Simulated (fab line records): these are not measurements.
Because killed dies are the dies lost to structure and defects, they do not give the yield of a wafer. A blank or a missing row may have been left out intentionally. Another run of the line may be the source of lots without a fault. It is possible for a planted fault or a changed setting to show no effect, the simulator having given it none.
fab line records | flow sky130 | part 1 of 2: steps 1 to 25 of 35
[record] lots = 5 wafers = 15 lastDay = 50
route steps=708 shown NWELL@81 PWDE@84 VT_ADJUST_HVTP@85 VT_ADJUST_LVTN@97
lots that met no fault: taken from a fault-free run of the same line
startH: hours from the record's opening day to when the first of the lot's shown wafers began | waitH: hours from the lot's prior step to this one | " repeats the value in the row above | L1.1+2: several wafers, shown together as one row | - either no value or no given start | * or withheld: withheld | < > ~ a bound
route shown NAME@n: a module of which the file shows steps, and the number in the route of the first | usual: average and standard deviation across the fault-free wafers | same: alike in all rows | chamber/n: place in a boat | sites: per-site readings | _std_site: the values' standard deviation | _edge_site: outer sites' mean less inner sites' | radiusMm: for every site, how far away it sits from the centre of the wafer | mask NAME#n: copy n | behind: the tool/chamber that last shaped the wafer | hold: reason for holding the lot/hours on hold/outcome of the hold | device: names the non-switching transistor (n, p or np) | end of line: tests run on the same wafers once the route is complete | a step with no rows: only its recipe | killed: count of dies lost to structure and defects at first sort (not the wafer's yield) | map: a wafer's dies, x killed, . not, _ none there
set.NAME: the setting as run; set.NAME@STEP: as run at that earlier step | model.NAME: the simulator's own value behind a step, which no gauge read
lots at selected steps of the route; one table per step, one row per wafer
services: a tool's chamber out of use, with start hour (startH, from the record's first day; less than 0 if before it), hours out, and reason
[[steps]]
[step SKY_NWELL_RTA_28]
[recipe] tempC = 1050 timeS = 30 idleTempC = 650 rampUpCPerS = 150 rampDownCPerS = 90 ambient = N2
[usual] annealTempCMax = 1055.0/2.2 lampPowerPct = 25.31/0.055 wafer_temp_C_max = 1054.8/0.83
// columns lot.wafer tool chamber startH waitH annealTempCMax lampPowerPct wafer_temp_C_max
L074.1 rtpAnneal-01 0 106.26 0.0 1055.3 25.19 1054.8
L074.4 " 0 " " 1057.4 25.25 1054.7
L074.5 " 0 " " 1059.7 25.34 1054.5
L078.2 rtpAnneal-02 0 131.30 0.0 1052.6 25.35 1055.1
L078.3 " 0 " " 1053.3 25.33 1054.7
L078.5 " 0 " " 1053.6 25.43 1055.9
L079.3 rtpAnneal-01 0 138.36 0.0 1055.0 25.38 1055.9
L079.5 " 0 " " 1057.3 25.21 1054.9
L079.6 " 0 " " 1056.9 25.37 1056.5
L081.4 rtpAnneal-01 0 147.01 0.1 1058.4 25.31 1053.2
L081.5 " 0 " " 1059.0 25.33 1054.9
L081.6 " 0 " " 1059.1 25.26 1055.2
L095.1 rtpAnneal-02 0 235.66 0.0 1052.9 25.29 1054.0
L095.2 " 0 " " 1053.5 25.34 1053.6
L095.5 " 0 " " 1053.2 25.36 1054.6
[step SKY_NWELL_RS_MEAS_29]
[recipe] thkMeasGauge = four-point-probe
[usual] NWELL_RS = 624.8/1.6
// columns lot.wafer tool chamber startH waitH NWELL_RS[ohm/sq]
L074.1 filmMetro-03 - 106.36 0.1 622.8
L074.4 " - " " 625.1
L074.5 " - " " 625.0
L078.2 filmMetro-01 - 131.40 0.1 622.2
L078.3 " - " " 624.7
L078.5 " - " " 624.7
L079.3 filmMetro-03 - 138.47 0.1 622.2
L079.5 " - " " 625.1
L079.6 " - " " 621.9
L081.4 filmMetro-03 - 147.12 0.1 622.8
L081.5 " - " " 623.7
L081.6 " - " " 623.6
L095.1 filmMetro-03 - 235.76 0.1 624.6
L095.2 " - " " 625.0
L095.5 " - " " 625.0
[step SKY_NWELL_RS_MEAS_31]
[recipe] thkMeasGauge = four-point-probe
[usual] PWDE_RS = 5276/20
// columns lot.wafer tool chamber startH waitH PWDE_RS[ohm/sq]
L074.1 filmMetro-03 - 106.60 0.1 5256
L074.4 " - " " 5256
L074.5 " - " " 5242
L078.2 filmMetro-01 - 131.64 0.1 5279
L078.3 " - " " 5277
L078.5 " - " " 5263
L079.3 filmMetro-03 - 138.71 0.1 5291
L079.5 " - " " 5280
L079.6 " - " " 5266
L081.4 filmMetro-03 - 147.36 0.1 5253
L081.5 " - " " 5256
L081.6 " - " " 5251
L095.1 filmMetro-03 - 236.00 0.1 5260
L095.2 " - " " 5262
L095.5 " - " " 5260
[step SKY_VT_ADJUST_HVTP_DEHYDRATE_00]
[recipe] tempC = 200 timeS = 60
[usual] plateTempC = 200.02/0.16 resistLineTempC = 23.01/0.1
// columns lot.wafer tool chamber startH waitH plateTempC resistLineTempC
L074.1 lithoTrack-03 0 114.58 8.0 199.83 22.99
L074.4 " 0 " " 199.95 23.06
L074.5 " 0 " " 199.77 22.98
L078.2 lithoTrack-01 0 140.53 8.9 200.07 22.87
L078.3 " 0 " " 199.95 22.94
L078.5 " 0 " " 199.98 22.91
L079.3 lithoTrack-01 0 147.91 9.2 200.01 23.14
L079.5 " 0 " " 200.25 23.03
L079.6 " 0 " " 200.26 23.03
L081.4 lithoTrack-01 0 156.73 9.4 200.25 23.15
L081.5 " 0 " " 200.13 23.02
L081.6 " 0 " " 199.91 23.10
L095.1 lithoTrack-01 0 247.16 11.1 200.03 22.94
L095.2 " 0 " " 200.13 22.93
L095.5 " 0 " " 200.03 23.04
[step SKY_VT_ADJUST_HVTP_HMDS_01]
[recipe] primeTimeS = 60 primeTempC = 120
[usual] resistLineTempC = 22.98/0.1
// columns lot.wafer tool chamber startH waitH resistLineTempC
L074.1 lithoTrack-03 0 114.73 0.1 22.95
L074.4 " 0 " " 22.80
L074.5 " 0 " " 22.83
L078.2 lithoTrack-01 0 140.68 0.1 23.02
L078.3 " 0 " " 23.11
L078.5 " 0 " " 23.10
L079.3 lithoTrack-01 0 148.06 0.1 22.95
L079.5 " 0 " " 23.07
L079.6 " 0 " " 22.98
L081.4 lithoTrack-01 0 156.88 0.1 23.15
L081.5 " 0 " " 23.00
L081.6 " 0 " " 23.10
L095.1 lithoTrack-01 0 247.31 0.1 23.09
L095.2 " 0 " " 22.97
L095.5 " 0 " " 23.09
[step SKY_VT_ADJUST_HVTP_COAT_02]
[recipe] resist = NOVOLAK spinRpm = 3000 resistThkNm = 1140
[usual] dispensePressureKPa = 51/4 resistLineTempC = 23.01/0.1
// columns lot.wafer tool chamber startH waitH dispensePressureKPa resistLineTempC
L074.1 lithoTrack-03 0 114.88 0.1 49 22.96
L074.4 " 0 " " 49 23.13
L074.5 " 0 " " 49 22.95
L078.2 lithoTrack-01 0 140.83 0.1 55 23.06
L078.3 " 0 " " 55 22.93
L078.5 " 0 " " 55 23.02
L079.3 lithoTrack-01 0 148.21 0.1 55 23.04
L079.5 " 0 " " 55 22.96
L079.6 " 0 " " 55 23.00
L081.4 lithoTrack-01 0 157.03 0.1 55 22.93
L081.5 " 0 " " 55 23.04
L081.6 " 0 " " 55 23.01
L095.1 lithoTrack-01 0 247.46 0.1 55 23.09
L095.2 " 0 " " 55 23.03
L095.5 " 0 " " 55 22.85
[step SKY_VT_ADJUST_HVTP_SOFTBAKE_03]
[recipe] tempC = 90 timeS = 60 resist = NOVOLAK
[usual] plateTempC = 90.01/0.14 resistLineTempC = 23.02/0.12
// columns lot.wafer tool chamber startH waitH plateTempC resistLineTempC
L074.1 lithoTrack-03 0 115.03 0.1 89.96 23.02
L074.4 " 0 " " 89.96 22.96
L074.5 " 0 " " 90.03 23.14
L078.2 lithoTrack-01 0 140.98 0.1 90.07 23.03
L078.3 " 0 " " 90.15 23.12
L078.5 " 0 " " 90.24 23.03
L079.3 lithoTrack-01 0 148.36 0.1 90.07 22.78
L079.5 " 0 " " 90.12 22.74
L079.6 " 0 " " 89.98 22.66
L081.4 lithoTrack-01 0 157.18 0.1 89.95 23.01
L081.5 " 0 " " 89.85 23.00
L081.6 " 0 " " 89.91 23.09
L095.1 lithoTrack-01 0 247.61 0.1 89.97 23.01
L095.2 " 0 " " 90.05 23.10
L095.5 " 0 " " 90.25 23.08
[step SKY_VT_ADJUST_HVTP_EXPOSE_04]
[recipe] maskId = HVTPM na = 0.6 sourceShape = conventional sigmaOuter = 0.6 polarization = unpolarized targetCdNm = 380 doseMj = 140
// columns lot.wafer tool chamber startH waitH mask
L074.1+4+5 ilineStepper-01 0 - - HVTPM#0
L078.2+3+5 ilineStepper-02 0 - - HVTPM#0
L079.3+5+6 ilineStepper-01 0 - - HVTPM#0
L081.4+5+6 ilineStepper-01 0 - - HVTPM#0
L095.1+2+5 ilineStepper-01 0 - - HVTPM#0
[step SKY_VT_ADJUST_HVTP_PEB_05]
[recipe] tempC = withheld timeS = * resist = NOVOLAK
[usual] resistLineTempC = *
// columns lot.wafer tool chamber startH waitH resistLineTempC
L074.1 lithoTrack-01 0 - - *
L074.4 " 0 " " *
L074.5 " 0 " " *
L078.2 lithoTrack-01 0 - - *
L078.3 " 0 " " *
L078.5 " 0 " " *
L079.3 lithoTrack-01 0 - - *
L079.5 " 0 " " *
L079.6 " 0 " " *
L081.4 lithoTrack-03 0 - - *
L081.5 " 0 " " *
L081.6 " 0 " " *
L095.1 lithoTrack-01 0 - - *
L095.2 " 0 " " *
L095.5 " 0 " " *
[step SKY_VT_ADJUST_HVTP_DEVELOP_06]
[recipe] resist = NOVOLAK developer = TMAH developTimeS = 60 devTempC = 23
[usual] resistLineTempC = 23.00/0.1
// columns lot.wafer tool chamber startH waitH resistLineTempC
L074.1 lithoTrack-01 0 124.31 0.1 22.95
L074.4 " 0 " " 22.99
L074.5 " 0 " " 22.92
L078.2 lithoTrack-01 0 150.23 0.1 23.06
L078.3 " 0 " " 22.99
L078.5 " 0 " " 22.95
L079.3 lithoTrack-01 0 158.26 0.1 23.09
L079.5 " 0 " " 23.11
L079.6 " 0 " " 23.14
L081.4 lithoTrack-03 0 167.16 0.1 22.80
L081.5 " 0 " " 22.92
L081.6 " 0 " " 22.90
L095.1 lithoTrack-01 0 259.76 0.1 23.12
L095.2 " 0 " " 23.16
L095.5 " 0 " " 23.00
[step SKY_VT_ADJUST_HVTP_CD_MEAS_07]
[recipe] targetCdNm = 380
[usual] cdNm = 380.3/2.4
// columns lot.wafer tool chamber startH waitH cdNm
L074.1 cdSem-02 - 124.46 0.1 382.3
L074.4 " - " " 382.4
L074.5 " - " " 382.1
L078.2 cdSem-02 - 150.38 0.1 380.8
L078.3 " - " " 380.4
L078.5 " - " " 384.0
L079.3 cdSem-01 - 158.40 0.1 377.8
L079.5 " - " " 376.8
L079.6 " - " " 377.8
L081.4 cdSem-02 - 167.29 0.1 377.5
L081.5 " - " " 378.2
L081.6 " - " " 377.3
L095.1 cdSem-02 - 259.91 0.1 377.4
L095.2 " - " " 377.6
L095.5 " - " " 379.6
[step SKY_VT_ADJUST_HVTP_OVL_MEAS_08]
[usual] VT_ADJUST_HVTP_OVL = 0.2/1.4
// columns lot.wafer tool chamber startH waitH VT_ADJUST_HVTP_OVL[nm]
L074.1 overlay-01 - 124.58 0.1 0.7
L074.4 " - " " 1.2
L074.5 " - " " 2.1
L078.2 overlay-01 - 150.48 0.1 0.3
L078.3 " - " " 0.0
L078.5 " - " " -0.6
L079.3 overlay-01 - 158.49 0.1 0.7
L079.5 " - " " 2.0
L079.6 " - " " 2.1
L081.4 overlay-01 - 167.37 0.1 -1.1
L081.5 " - " " 0.9
L081.6 " - " " 1.7
L095.1 overlay-01 - 260.03 0.1 0.7
L095.2 " - " " 1.0
L095.5 " - " " -0.3
[step SKY_VT_ADJUST_HVTP_IMPLANT_09]
[recipe] species = As energyKev = 150 doseCm2 = 4.3e+12 tiltDeg = withheld
// columns lot.wafer tool chamber startH waitH
L074.1+4+5 implanter-02 0 124.61 0.0
L078.2+3+5 implanter-02 0 150.54 0.0
L079.3+5+6 implanter-03 0 158.56 0.1
L081.4+5+6 implanter-03 0 167.47 0.1
L095.1+2+5 implanter-02 0 260.06 0.0
[step SKY_VT_ADJUST_HVTP_STRIP_10]
[recipe] chemistry = O2/N2 powerW = 1400 pressureMtorr = 1500 platenTempC = withheld o2FlowSccm = 3000 n2FlowSccm = 300 overashFraction = 0.5
[usual] drypumpMotorCurrentA = 5.5/0.34 oesProductAu = 0.716/0.0045 stripTimeToEndpointS = 14.19/0.036
// columns lot.wafer tool chamber startH waitH drypumpMotorCurrentA oesProductAu rfHoursCounterH stripTimeToEndpointS
L074.1 plasmaAsher-04 0 124.76 0.1 5.7 0.721 41 14.17
L074.4 " 0 " " 5.7 0.709 - 14.20
L074.5 " 0 " " 5.7 0.715 - 14.17
L078.2 plasmaAsher-02 1 150.66 0.1 5.1 0.711 34 14.20
L078.3 " 1 " " 5.1 0.712 - 14.19
L078.5 " 1 " " 5.1 0.714 - 14.19
L079.3 plasmaAsher-02 0 158.70 0.1 5.3 0.720 - 14.19
L079.5 " 1 " " 5.1 0.709 - 14.23
L079.6 " 0 " " 5.3 0.718 - 14.20
L081.4 plasmaAsher-02 1 167.57 0.1 5.1 0.716 - 14.23
L081.5 " 0 " " 5.3 0.717 - 14.22
L081.6 " 1 " " 5.1 0.713 - 14.14
L095.1 plasmaAsher-04 1 260.21 0.1 6.1 0.710 52 14.18
L095.2 " 0 " " 5.7 0.712 52 14.25
L095.5 " 1 " " 6.1 0.716 - 14.18
[step SKY_VT_ADJUST_HVTP_TW_MEAS_11]
[usual] VT_ADJUST_HVTP_TW = 1351/9.2
// columns lot.wafer tool chamber startH waitH VT_ADJUST_HVTP_TW
L074.1 filmMetro-03 - 124.86 0.1 1337
L074.4 " - " " 1336
L074.5 " - " " 1340
L078.2 filmMetro-03 - 150.77 0.1 1352
L078.3 " - " " 1348
L078.5 " - " " 1349
L079.3 filmMetro-04 - 158.78 0.1 1350
L079.5 " - " " 1350
L079.6 " - " " 1354
L081.4 filmMetro-02 - 167.67 0.1 1361
L081.5 " - " " 1359
L081.6 " - " " 1354
L095.1 filmMetro-03 - 260.31 0.1 1335
L095.2 " - " " 1335
L095.5 " - " " 1340
[step SKY_VT_ADJUST_LVTN_DEHYDRATE_00]
[recipe] tempC = 200 timeS = 60
[usual] plateTempC = 200.03/0.17 resistLineTempC = 22.98/0.11
// columns lot.wafer tool chamber startH waitH plateTempC resistLineTempC
L074.1 lithoTrack-04 0 133.36 8.5 200.03 22.75
L074.4 " 0 " " 199.90 22.92
L074.5 " 0 " " 199.99 22.87
L078.2 lithoTrack-04 0 160.33 9.5 200.23 22.67
L078.3 " 0 " " 200.22 22.91
L078.5 " 0 " " 200.15 22.77
L079.3 lithoTrack-04 0 168.41 9.6 199.97 22.93
L079.5 " 0 " " 200.02 23.05
L079.6 " 0 " " 199.90 23.07
L081.4 lithoTrack-04 0 177.33 9.7 200.01 23.10
L081.5 " 0 " " 200.19 23.12
L081.6 " 0 " " 199.91 23.11
L095.1 lithoTrack-02 0 271.66 11.3 200.07 22.96
L095.2 " 0 " " 199.69 23.16
L095.5 " 0 " " 199.85 23.10
[step SKY_VT_ADJUST_LVTN_HMDS_01]
[recipe] primeTimeS = 60 primeTempC = 120
[usual] resistLineTempC = 22.99/0.095
// columns lot.wafer tool chamber startH waitH resistLineTempC
L074.1 lithoTrack-04 0 133.51 0.1 22.87
L074.4 " 0 " " 22.77
L074.5 " 0 " " 22.88
L078.2 lithoTrack-04 0 160.48 0.1 23.13
L078.3 " 0 " " 22.99
L078.5 " 0 " " 23.12
L079.3 lithoTrack-04 0 168.56 0.1 22.84
L079.5 " 0 " " 22.80
L079.6 " 0 " " 22.81
L081.4 lithoTrack-04 0 177.48 0.1 22.94
L081.5 " 0 " " 23.03
L081.6 " 0 " " 22.92
L095.1 lithoTrack-02 0 271.81 0.1 23.04
L095.2 " 0 " " 23.01
L095.5 " 0 " " 23.00
[step SKY_VT_ADJUST_LVTN_COAT_02]
[recipe] spinRpm = 2000 resistThkNm = 3000
[usual] dispensePressureKPa = 46.0/1.3 resistLineTempC = 22.98/0.098
// columns lot.wafer tool chamber startH waitH dispensePressureKPa resistLineTempC
L074.1 lithoTrack-04 0 133.66 0.1 44.9 23.03
L074.4 " 0 " " 44.9 22.97
L074.5 " 0 " " 44.9 23.05
L078.2 lithoTrack-04 0 160.63 0.1 44.9 22.84
L078.3 " 0 " " 44.9 22.91
L078.5 " 0 " " 45.0 22.94
L079.3 lithoTrack-04 0 168.71 0.1 44.9 22.91
L079.5 " 0 " " 44.9 22.91
L079.6 " 0 " " 44.9 22.85
L081.4 lithoTrack-04 0 177.63 0.1 45.0 23.14
L081.5 " 0 " " 44.9 22.99
L081.6 " 0 " " 45.0 23.03
L095.1 lithoTrack-02 0 271.96 0.1 46.4 23.13
L095.2 " 0 " " 46.4 23.18
L095.5 " 0 " " 46.5 23.03
[step SKY_VT_ADJUST_LVTN_SOFTBAKE_03]
[recipe] tempC = 110 timeS = withheld
[usual] plateTempC = 110.03/0.13 resistLineTempC = 23.00/0.11
// columns lot.wafer tool chamber startH waitH plateTempC resistLineTempC
L074.1 lithoTrack-04 0 133.81 0.1 110.11 23.08
L074.4 " 0 " " 110.17 23.08
L074.5 " 0 " " 110.22 23.05
L078.2 lithoTrack-04 0 160.79 0.1 110.06 22.86
L078.3 " 0 " " 109.97 23.07
L078.5 " 0 " " 109.86 22.92
L079.3 lithoTrack-04 0 168.87 0.1 110.31 22.94
L079.5 " 0 " " 110.22 22.94
L079.6 " 0 " " 110.02 22.97
L081.4 lithoTrack-04 0 177.81 0.1 110.28 23.02
L081.5 " 0 " " 110.19 23.00
L081.6 " 0 " " 110.23 23.02
L095.1 lithoTrack-02 0 272.11 0.1 110.09 23.00
L095.2 " 0 " " 110.19 23.06
L095.5 " 0 " " 110.05 23.17
[step SKY_VT_ADJUST_LVTN_EXPOSE_04]
[recipe] maskId = NWM_COMPLEMENT_LESS_NATIVE na = 0.6 sourceShape = conventional sigmaOuter = 0.6 polarization = unpolarized targetCdNm = 840 doseMj = 194
// columns lot.wafer tool chamber startH waitH mask
L074.1+4+5 ilineStepper-01 0 - - NWM_COMPLEMENT_LESS_NATIVE#0
L078.2+3+5 ilineStepper-02 0 - - NWM_COMPLEMENT_LESS_NATIVE#0
L079.3+5+6 ilineStepper-02 0 - - NWM_COMPLEMENT_LESS_NATIVE#0
L081.4+5+6 ilineStepper-02 0 - - NWM_COMPLEMENT_LESS_NATIVE#0
L095.1+2+5 ilineStepper-02 0 - - NWM_COMPLEMENT_LESS_NATIVE#0
[step SKY_VT_ADJUST_LVTN_PEB_05]
[recipe] tempC = 115 timeS = withheld
[usual] plateTempC = 115.04/0.11 resistLineTempC = 23.01/0.095
// columns lot.wafer tool chamber startH waitH plateTempC resistLineTempC
L074.1 lithoTrack-02 0 - - 115.13 22.91
L074.4 " 0 " " 115.06 22.96
L074.5 " 0 " " 115.19 22.87
L078.2 lithoTrack-04 0 - - 115.10 22.92
L078.3 " 0 " " 115.03 23.04
L078.5 " 0 " " 114.90 23.04
L079.3 lithoTrack-03 0 - - 115.13 23.04
L079.5 " 0 " " 115.17 23.05
L079.6 " 0 " " 115.08 22.98
L081.4 lithoTrack-03 0 - - 115.20 23.01
L081.5 " 0 " " 114.99 23.04
L081.6 " 0 " " 114.93 23.12
L095.1 lithoTrack-04 0 - - 115.06 23.10
L095.2 " 0 " " 114.89 23.18
L095.5 " 0 " " 115.13 23.05
[step SKY_VT_ADJUST_LVTN_DEVELOP_06]
[recipe] wallAngleDeg = 90 developer = TMAH developTimeS = 60 devTempC = 23
[usual] resistLineTempC = 23.03/0.11
// columns lot.wafer tool chamber startH waitH resistLineTempC
L074.1 lithoTrack-02 0 - - 23.04
L074.4 " 0 " " 23.00
L074.5 " 0 " " 23.05
L078.2 lithoTrack-04 0 - - 22.98
L078.3 " 0 " " 23.05
L078.5 " 0 " " 22.98
L079.3 lithoTrack-03 0 - - 23.07
L079.5 " 0 " " 23.17
L079.6 " 0 " " 23.13
L081.4 lithoTrack-03 0 - - 23.11
L081.5 " 0 " " 23.11
L081.6 " 0 " " 23.11
L095.1 lithoTrack-04 0 - - 23.00
L095.2 " 0 " " 22.86
L095.5 " 0 " " 23.16
[step SKY_VT_ADJUST_LVTN_OVL_MEAS_07]
[usual] VT_ADJUST_LVTN_OVL = 0.9/1.4
// columns lot.wafer tool chamber startH waitH VT_ADJUST_LVTN_OVL[nm]
L074.1 overlay-01 - 143.71 - 0.3
L074.4 " - " " -0.2
L074.5 " - " " 1.3
L078.2 overlay-01 - 170.96 - -3.0
L078.3 " - " " -0.9
L078.5 " - " " -1.8
L079.3 overlay-01 - 179.40 - -0.8
L079.5 " - " " 2.5
L079.6 " - " " -1.2
L081.4 overlay-02 - 188.35 - 1.2
L081.5 " - " " 0.3
L081.6 " - " " 0.2
L095.1 overlay-02 - 285.51 - 1.0
L095.2 " - " " 2.8
L095.5 " - " " 1.6
[step SKY_VT_ADJUST_LVTN_IMPLANT_08]
[recipe] species = B energyKev = 30 doseCm2 = 1.57e+12 tiltDeg = withheld
// columns lot.wafer tool chamber startH waitH
L074.1+4+5 implanter-04 0 143.74 0.0
L078.2+3+5 implanter-04 0 171.02 0.0
L079.3+5+6 implanter-01 0 179.47 0.1
L081.4+5+6 implanter-02 0 188.45 0.1
L095.1+2+5 implanter-04 0 285.54 0.0
[step SKY_VT_ADJUST_LVTN_STRIP_09]
[recipe] chemistry = O2/N2 powerW = 1400 pressureMtorr = 1500 platenTempC = withheld o2FlowSccm = 3000 n2FlowSccm = 300 overashFraction = 0.5
[usual] drypumpMotorCurrentA = 5.8/0.46 oesProductAu = 0.722/0.0046 stripTimeToEndpointS = 36.95/0.095
// columns lot.wafer tool chamber startH waitH drypumpMotorCurrentA oesProductAu rfHoursCounterH stripTimeToEndpointS
L074.1 plasmaAsher-03 0 143.89 0.1 5.6 0.719 48 36.78
L074.4 " 0 " " 5.6 0.722 - 36.86
L074.5 " 0 " " 5.6 0.725 - 37.01
L078.2 plasmaAsher-01 1 171.14 0.1 5.8 0.723 6 36.91
L078.3 " 0 " " 6.8 0.730 - 36.94
L078.5 " 0 " " 6.7 0.721 - 36.83
L079.3 plasmaAsher-03 0 179.60 0.1 5.6 0.724 - 36.84
L079.5 " 1 " " 5.3 0.716 - 36.86
L079.6 " 0 " " 5.6 0.717 - 36.82
L081.4 plasmaAsher-01 0 188.55 0.1 6.8 0.718 - 36.83
L081.5 " 1 " " 5.8 0.723 - 36.81
L081.6 " 0 " " 6.8 0.716 - 36.92
L095.1 plasmaAsher-01 1 285.69 0.1 5.8 0.720 17 37.11
L095.2 " 0 " " 6.8 0.722 17 37.02
L095.5 " 0 " " 6.8 0.717 - 37.08
